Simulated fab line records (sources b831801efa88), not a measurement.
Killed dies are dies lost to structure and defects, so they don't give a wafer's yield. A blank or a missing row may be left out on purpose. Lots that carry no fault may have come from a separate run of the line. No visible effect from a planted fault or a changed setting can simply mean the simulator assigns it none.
Matching of chambers	flow gf180mcu	4 sister chambers for GF_V1_ETCH_16 on rie_diel-01
The step etches BARC in N2/H2. 4 wafers are shown with their chamber, then 8 later ones without.

## EACH WAFER AND ITS CHAMBER
wafer	chamber	drypump_motor_current_A (A)
L078.6	3	6.0
L084.1	0	5.8
L084.5	1	5.4
L089.2	2	5.2

## WAFERS WHOSE CHAMBER IS MISSING
wafer	drypump_motor_current_A (A)
L089.4	5.5
L089.6	5.1
L090.1	5.5
L090.3	5.1
L090.5	6.0
L097.2	5.2
L097.3	5.5
L097.4	5.8

## WHICH CHAMBER EACH ONE RAN IN
wafer	from the rows above	in truth
L089.4	1	1
L089.6	2	2
L090.1	1	1
L090.3	2	2
L090.5	3	3
L097.2	2	2
L097.3	1	1
L097.4	0	0
Correct placement for 8 of the 8. From these rows, 0 cannot be placed. Wrongly placed: 0.
How it was worked out, from the rows above alone: a wafer's distance from a chamber is the root of the sum, over the readings, of the square of ((its reading less the chamber's mean) divided by the reading's scatter). If the next closest chamber is less than 2 further off than the closest, the wafer can't be placed; otherwise it belongs to the closest. A chamber's mean is the mean of its shown wafers. The scatter: with one shown wafer a chamber, the root of the mean of the squares of how far each hidden wafer lies from its nearest shown one.
